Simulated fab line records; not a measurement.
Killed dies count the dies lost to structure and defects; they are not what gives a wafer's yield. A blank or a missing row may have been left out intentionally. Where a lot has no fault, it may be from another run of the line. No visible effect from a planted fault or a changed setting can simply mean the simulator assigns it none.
Which of the tools did it? / flow gf180mcu / 30 wafers from 10 lots sampled at 6 of the route's 602 steps

== WHAT EACH GAUGE READ, for each wafer ==
GF_M2_CD_MEAS_14 targets a cd of 280 nm. Usual: 280.1 nm for cd-nm, sd 1.4.
lot=L646; measured=day 19 10:19; on=cd-sem-02; cd-nm (nm)=279.9 279.8 279.4; flag=
lot=L653; measured=day 22 03:56; on=cd-sem-02; cd-nm (nm)=279.6 278.9 278.2; flag=
lot=L654; measured=day 22 21:02; on=cd-sem-01; cd-nm (nm)=276.5 276.4 277.6; flag=
lot=L660; measured=day 24 16:17; on=cd-sem-02; cd-nm (nm)=280.6 281.7 280.6; flag=
lot=L661; measured=day 25 06:47; on=cd-sem-01; cd-nm (nm)=282.9 281.1 283.6; flag=
lot=L662; measured=day 25 08:26; on=cd-sem-01; cd-nm (nm)=279.9 280.5 279.6; flag=
lot=L663; measured=day 25 14:11; on=cd-sem-02; cd-nm (nm)=280.5 279.5 279.7; flag=
lot=L664; measured=day 26 00:23; on=cd-sem-02; cd-nm (nm)=279.5 277.8 279.3; flag=
lot=L666; measured=day 26 19:47; on=cd-sem-02; cd-nm (nm)=278.7 278.3 280.2; flag=
lot=L667; measured=day 26 21:58; on=cd-sem-01; cd-nm (nm)=281.4 283.0 280.7; flag=

GF_M3_RS_MEAS_05: measures by four-point-probe. Usual: for M3_ALCU_RS the level is 0.0692 ohm/sq and the standard deviation is 0.00052.
lot=L646; measured=day 20 13:52; on=film-metro-01; M3_ALCU_RS (ohm/sq)=0.0688 0.0695 0.0693; flag=
lot=L653; measured=day 23 06:16; on=film-metro-01; M3_ALCU_RS (ohm/sq)=0.0697 0.0701 0.0700; flag=
lot=L654; measured=day 23 22:43; on=film-metro-04; M3_ALCU_RS (ohm/sq)=0.0697 0.0764 0.0695 0.0697 0.0766 0.0695; flag=OFF
lot=L660; measured=day 25 17:26; on=film-metro-02; M3_ALCU_RS (ohm/sq)=0.0696 0.0694 0.0694; flag=
lot=L661; measured=day 26 08:00; on=film-metro-02; M3_ALCU_RS (ohm/sq)=0.0694 0.0699 0.0692; flag=
lot=L662; measured=day 26 09:09; on=film-metro-02; M3_ALCU_RS (ohm/sq)=0.0697 0.0697 0.0697; flag=
lot=L663; measured=day 26 14:36; on=film-metro-04; M3_ALCU_RS (ohm/sq)=0.0694 0.0693 0.0693; flag=
lot=L664; measured=day 27 00:26; on=film-metro-01; M3_ALCU_RS (ohm/sq)=0.0697 0.0699 0.0695; flag=
lot=L666; measured=day 27 18:55; on=film-metro-02; M3_ALCU_RS (ohm/sq)=0.0689 0.0692 0.0689; flag=
lot=L667; measured=day 27 21:43; on=film-metro-01; M3_ALCU_RS (ohm/sq)=0.0684 0.0682 0.0682; flag=

GF_M3_THK_MEAS_06: measures by xrf. Usual: for M3_ALCU_THK the level is 449 nm and the standard deviation is 3.9.
lot=L646; measured=day 20 13:59; on=film-metro-01; M3_ALCU_THK (nm)=449 439 446; flag=
lot=L653; measured=day 23 06:22; on=film-metro-01; M3_ALCU_THK (nm)=447 442 443; flag=
lot=L654; measured=day 24 05:19; on=film-metro-04; M3_ALCU_THK (nm)=449 406 450 448 410 452; flag=OFF
lot=L660; measured=day 25 17:33; on=film-metro-02; M3_ALCU_THK (nm)=449 449 448; flag=
lot=L661; measured=day 26 08:05; on=film-metro-02; M3_ALCU_THK (nm)=453 449 452; flag=
lot=L662; measured=day 26 09:16; on=film-metro-02; M3_ALCU_THK (nm)=449 449 451; flag=
lot=L663; measured=day 26 14:43; on=film-metro-04; M3_ALCU_THK (nm)=455 453 451; flag=
lot=L664; measured=day 27 00:32; on=film-metro-01; M3_ALCU_THK (nm)=440 444 443; flag=
lot=L666; measured=day 27 19:02; on=film-metro-02; M3_ALCU_THK (nm)=455 454 454; flag=
lot=L667; measured=day 27 21:49; on=film-metro-01; M3_ALCU_THK (nm)=451 449 450; flag=

GF_M3_OVL_MEAS_15. Usual: for M3_OVL the level is -1 nm and the standard deviation is 5.5.
lot=L646; measured=day 21 13:16; on=overlay-02; M3_OVL (nm)=5 4 4; flag=
lot=L653; measured=day 24 04:24; on=overlay-01; M3_OVL (nm)=2 0 9; flag=
lot=L654; measured=day 24 21:08; on=overlay-01; M3_OVL (nm)=-7 -5 -8; flag=
lot=L660; measured=day 26 13:56; on=overlay-01; M3_OVL (nm)=-2 -2 -1; flag=
lot=L661; measured=day 27 04:18; on=overlay-01; M3_OVL (nm)=-12 -15 -11; flag=
lot=L662; measured=day 27 05:32; on=overlay-01; M3_OVL (nm)=-9 -3 -3; flag=
lot=L663; measured=day 27 10:53; on=overlay-01; M3_OVL (nm)=-4 3 0; flag=
lot=L664; measured=day 27 20:25; on=overlay-01; M3_OVL (nm)=-13 -7 -12; flag=
lot=L666; measured=day 28 13:50; on=overlay-01; M3_OVL (nm)=-5 2 -4; flag=
lot=L667; measured=day 28 17:28; on=overlay-01; M3_OVL (nm)=7 -2 -3; flag=

== WHAT TOOL EACH LOT RAN ON (gives the tool, then ch and the chambers of the sampled wafers, and finally the start) ==
lot=L646; GF_V2_CMP_04=cmp-01 ch 1,2,3, day 19 11:23; GF_M3_SPUTTER_02=pvd-sputter-03, day 20 13:46
lot=L653; GF_V2_CMP_04=cmp-01 ch 1,2,3, day 22 05:05; GF_M3_SPUTTER_02=pvd-sputter-02, day 23 06:09
lot=L654; GF_V2_CMP_04=cmp-02 ch 0,1, day 22 22:05; GF_M3_SPUTTER_02=pvd-sputter-04, day 23 22:37
lot=L660; GF_V2_CMP_04=cmp-02 ch 0,2, day 24 17:31; GF_M3_SPUTTER_02=pvd-sputter-02, day 25 17:20
lot=L661; GF_V2_CMP_04=cmp-02 ch 0,1, day 25 07:50; GF_M3_SPUTTER_02=pvd-sputter-03, day 26 07:50
lot=L662; GF_V2_CMP_04=cmp-02 ch 1,2, day 25 09:34; GF_M3_SPUTTER_02=pvd-sputter-02, day 26 09:04
lot=L663; GF_V2_CMP_04=cmp-01 ch 0,2,3, day 25 15:19; GF_M3_SPUTTER_02=pvd-sputter-02, day 26 14:31
lot=L664; GF_V2_CMP_04=cmp-01 ch 0,2, day 26 01:31; GF_M3_SPUTTER_02=pvd-sputter-03, day 27 00:17
lot=L666; GF_V2_CMP_04=cmp-02 ch 0,3, day 26 21:00; GF_M3_SPUTTER_02=pvd-sputter-03, day 27 18:50
lot=L667; GF_V2_CMP_04=cmp-01 ch 0,1, day 26 23:09; GF_M3_SPUTTER_02=pvd-sputter-04, day 27 21:36
- GF_V2_CMP_04: polishes SiO2.
- GF_M3_SPUTTER_02: material AlCu, target thk 450 nm, time 23.9 s.

== AS READ BY THE TOOLS THEMSELVES (means over the sampled wafers that have a number; for cases with no such wafer, the mark the record gives instead) ==
GF_V2_CMP_04. Usual: head-pressure-psi 3.998 psi, standard deviation 0.0079; motor-current-A 11.2 A, standard deviation 1.2; platen-rpm 60.00 rpm, standard deviation 0.041; time-to-endpoint-s 83 s, standard deviation 4.3.
lot=L646; tool=cmp-01; head-pressure-psi (psi)=3.994; motor-current-A (A)=11.8; platen-rpm (rpm)=60.02; time-to-endpoint-s (s)=80; flag=
lot=L653; tool=cmp-01; head-pressure-psi (psi)=3.994; motor-current-A (A)=11.8; platen-rpm (rpm)=59.98; time-to-endpoint-s (s)=85; flag=
lot=L654; tool=cmp-02; head-pressure-psi (psi)=3.993; motor-current-A (A)=12.1; platen-rpm (rpm)=59.97; time-to-endpoint-s (s)=90; flag=
lot=L660; tool=cmp-02; head-pressure-psi (psi)=3.994; motor-current-A (A)=10.9; platen-rpm (rpm)=60.00; time-to-endpoint-s (s)=82; flag=
lot=L661; tool=cmp-02; head-pressure-psi (psi)=3.996; motor-current-A (A)=12.2; platen-rpm (rpm)=60.06; time-to-endpoint-s (s)=89; flag=
lot=L662; tool=cmp-02; head-pressure-psi (psi)=3.999; motor-current-A (A)=10.7; platen-rpm (rpm)=59.98; time-to-endpoint-s (s)=86; flag=
lot=L663; tool=cmp-01; head-pressure-psi (psi)=3.993; motor-current-A (A)=12.1; platen-rpm (rpm)=60.05; time-to-endpoint-s (s)=82; flag=
lot=L664; tool=cmp-01; head-pressure-psi (psi)=3.992; motor-current-A (A)=11.9; platen-rpm (rpm)=60.02; time-to-endpoint-s (s)=82; flag=
lot=L666; tool=cmp-02; head-pressure-psi (psi)=3.993; motor-current-A (A)=10.1; platen-rpm (rpm)=60.03; time-to-endpoint-s (s)=89; flag=
lot=L667; tool=cmp-01; head-pressure-psi (psi)=4.001; motor-current-A (A)=10.7; platen-rpm (rpm)=60.00; time-to-endpoint-s (s)=79; flag=

GF_M3_SPUTTER_02. Usual: chamber-pressure-pa 0.3999 Pa, standard deviation 0.00081; throttle-valve-pct 30.2 %, standard deviation 0.96.
lot=L646; tool=pvd-sputter-03; chamber-pressure-pa (Pa)=0.3998; throttle-valve-pct (%)=29.9; flag=
lot=L653; tool=pvd-sputter-02; chamber-pressure-pa (Pa)=0.3997; throttle-valve-pct (%)=29.2; flag=
lot=L654; tool=pvd-sputter-04; chamber-pressure-pa (Pa)=0.4001; throttle-valve-pct (%)=29.4; flag=
lot=L660; tool=pvd-sputter-02; chamber-pressure-pa (Pa)=0.4000; throttle-valve-pct (%)=30.4; flag=
lot=L661; tool=pvd-sputter-03; chamber-pressure-pa (Pa)=0.4002; throttle-valve-pct (%)=31.4; flag=
lot=L662; tool=pvd-sputter-02; chamber-pressure-pa (Pa)=0.3991; throttle-valve-pct (%)=29.9; flag=
lot=L663; tool=pvd-sputter-02; chamber-pressure-pa (Pa)=0.4008; throttle-valve-pct (%)=30.2; flag=
lot=L664; tool=pvd-sputter-03; chamber-pressure-pa (Pa)=0.3994; throttle-valve-pct (%)=30.6; flag=
lot=L666; tool=pvd-sputter-03; chamber-pressure-pa (Pa)=0.4003; throttle-valve-pct (%)=30.6; flag=
lot=L667; tool=pvd-sputter-04; chamber-pressure-pa (Pa)=0.3997; throttle-valve-pct (%)=29.0; flag=

== THE ANSWER, worked out from the rows above alone ==
Rule: take the mean of a lot's wafers that have a number; if it is more than 3 standard deviations from the usual mean, the lot is off. A lot without any number at a reading at which 4 lots or more have one is off too. The other lots that the step has rows for count as sound. After the gauges, taken in route order, come the tools' own readings; for these a lot's mean is taken, as printed above. At the first step where some lot is off, the reading lying furthest off is the one used; lots without a number count as furthest.
Off: L654, at GF_M3_RS_MEAS_05 (M3_ALCU_RS).
A tool fits if, at a process step before that reading, it ran every lot that is off, and no sound lot after the first of them. Gauges at GF_M3_RS_MEAS_05: tried the same way as those tools. None of those tried fits.

== WHAT THE SIMULATOR HAD PUT IN ==
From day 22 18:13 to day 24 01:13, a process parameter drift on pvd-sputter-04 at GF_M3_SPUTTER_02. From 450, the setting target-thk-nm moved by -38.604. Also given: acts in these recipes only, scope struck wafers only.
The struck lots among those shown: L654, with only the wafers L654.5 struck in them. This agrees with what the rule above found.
